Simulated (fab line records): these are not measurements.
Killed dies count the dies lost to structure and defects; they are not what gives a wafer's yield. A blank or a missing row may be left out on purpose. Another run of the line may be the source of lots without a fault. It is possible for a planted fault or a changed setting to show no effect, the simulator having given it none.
Which tool was responsible?    flow sky130    13 lots, 39 wafers sampled, at 4 steps of a route of 708

## WHAT EACH GAUGE READ, for each wafer
SKY_VIA4_RS_MEAS_19: measurement is done with a four-point probe.
lot   measured      on             VIA4_W_RS (ohm/sq)
L368  day 43 15:28  film-metro-02  0.229 0.233 0.232
L369  day 43 18:48  film-metro-02  0.234 0.232 0.229
L371  day 44 03:29  film-metro-03  0.223 0.220 0.215
L373  day 44 09:28  film-metro-03  0.224 0.224 0.226
L374  day 44 12:45  film-metro-01  0.216 0.217 0.221
L375  day 45 02:49  film-metro-02  0.228 0.228 0.228
L377  day 45 16:12  film-metro-01  0.222 0.215 0.215
L378  day 46 00:25  film-metro-01  0.223 0.215 0.220
L379  day 46 01:37  film-metro-01  0.220 0.213 0.220
L383  day 47 16:11  film-metro-03  0.218 0.220 0.214
L385  day 47 16:28  film-metro-03  0.214 0.224 0.215
L384  day 47 19:58  film-metro-01  0.229 0.229 0.226
L388  day 49 01:04  film-metro-03  0.223 0.221 0.215

SKY_VIA4_THK_MEAS_20: measures by xrf.
lot   measured      on             VIA4_W_THK (nm)
L368  day 43 15:34  film-metro-02  508 495 503
L369  day 43 18:55  film-metro-02  492 499 507
L371  day 44 03:36  film-metro-03  517 524 535
L373  day 44 09:35  film-metro-03  514 514 510
L374  day 44 12:52  film-metro-01  542 539 528
L375  day 45 02:55  film-metro-02  513 515 514
L377  day 45 16:19  film-metro-01  521 537 535
L378  day 46 00:32  film-metro-01  523 539 527
L379  day 46 01:44  film-metro-01  529 544 524
L383  day 47 16:16  film-metro-03  525 521 534
L385  day 47 16:33  film-metro-03  533 513 534
L384  day 47 20:05  film-metro-01  503 501 508
L388  day 49 01:11  film-metro-03  513 515 536

SKY_METAL5_THK_MEAS_06: measures by xrf.
lot   measured      on             METAL5_ALCU_THK (nm)
L368  day 43 16:13  film-metro-04  1137 1131 1132
L369  day 43 19:34  film-metro-04  1128 1134 1122
L371  day 44 04:14  film-metro-03  1132 1136 1140
L373  day 44 10:14  film-metro-04  1132 1126 1117
L374  day 44 13:31  film-metro-04  1123 1127 1131
L375  day 45 03:34  film-metro-04  1154 1160 1163
L377  day 45 16:58  film-metro-01  1148 1164 1139
L378  day 46 01:11  film-metro-01  1136 1135 1128
L379  day 46 02:23  film-metro-01  1135 1126 1116
L383  day 47 16:55  film-metro-01  1138 1125 1126
L385  day 47 17:13  film-metro-03  1113 1120 1118
L384  day 47 20:44  film-metro-01  1126 1127 1132
L388  day 49 01:50  film-metro-04  1149 1152 1150

## WHAT TOOL EACH LOT RAN ON (gives the tool, then ch and the chambers of the sampled wafers, and finally the start)
lot   SKY_METAL5_SPUTTER_03
L368  pvd-sputter-02, day 43 16:01
L369  pvd-sputter-01, day 43 19:23
L371  pvd-sputter-01, day 44 04:03
L373  pvd-sputter-02, day 44 10:02
L374  pvd-sputter-02, day 44 13:19
L375  pvd-sputter-03, day 45 03:21
L377  pvd-sputter-03, day 45 16:47
L378  pvd-sputter-02, day 46 00:59
L379  pvd-sputter-03, day 46 02:11
L383  pvd-sputter-03, day 47 16:42
L385  pvd-sputter-02, day 47 17:00
L384  pvd-sputter-02, day 47 20:32
L388  pvd-sputter-03, day 49 01:38
- SKY_METAL5_SPUTTER_03: material Ti, target thk 5 nm, time 3.3 s.

## AS READ BY THE TOOLS THEMSELVES (means over the sampled wafers that have a number; for cases with no such wafer, the mark the record gives instead)
SKY_METAL5_SPUTTER_03.
lot   tool            chamber-pressure-pa (Pa)  throttle-valve-pct (%)
L368  pvd-sputter-02  0.4004                    30.5
L369  pvd-sputter-01  0.3994                    31.4
L371  pvd-sputter-01  0.3999                    31.4
L373  pvd-sputter-02  0.3997                    30.4
L374  pvd-sputter-02  0.3999                    31.3
L375  pvd-sputter-03  0.3993                    29.6
L377  pvd-sputter-03  0.4001                    29.8
L378  pvd-sputter-02  0.4001                    31.7
L379  pvd-sputter-03  0.3997                    29.8
L383  pvd-sputter-03  0.3494                    31.3
L385  pvd-sputter-02  0.4004                    30.5
L384  pvd-sputter-02  0.3999                    31.0
L388  pvd-sputter-03  0.3500                    31.9

## THE ANSWER, worked out from the rows above alone
Rule: what is usual is taken from the lots themselves. The widest of any qualifying gaps counts: lots, ordered by their means at a reading, are off when they make up no more than a third of the lots, leave a main group of 4 or more, and stand apart from it by 3 or more times the standard deviation of that group's means. The tables above print the reading to a certain number of digits; a main group whose means all agree to those digits is not used. Also off: a lot with no number at a reading for which 4 or more lots have one. All remaining lots with rows at the step are treated as sound. The gauges are gone through in route order, then the tools' own readings, and for those a lot's mean is taken as printed above. The first step at which some lot is off is used, and at that step the reading that is off furthest; a lot without a number counts as furthest.
Off: L383, L388 (SKY_METAL5_SPUTTER_03, chamber-pressure-pa). Mean 0.3999 Pa and standard deviation 0.00034 in the main group.
If a tool, at that step or one of the process steps before it, ran each lot that is off and ran no sound lot following the first of them, it fits. One fits: pvd-sputter-03 at SKY_METAL5_SPUTTER_03. A fault onset in the window from L379 (day 46 02:11, its last sound lot) to L383 (day 47 16:42, its first lot off) fits.
The tool's own readings at SKY_METAL5_SPUTTER_03 bear it out: on the lots that are off they differ by more than 5 times the standard deviation of the sound lots' means. chamber-pressure-pa reads 0.3497 Pa there against 0.3999 Pa on the sound lots.

## WHAT HAD BEEN PUT IN BY THE SIMULATOR
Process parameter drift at SKY_METAL5_SPUTTER_03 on pvd-sputter-03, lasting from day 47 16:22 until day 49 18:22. A move of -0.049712 in setting chamber-pressure-pa, from 0.4. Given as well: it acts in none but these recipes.
Struck lots among those shown: L383, L388. The same result came from the rule above.
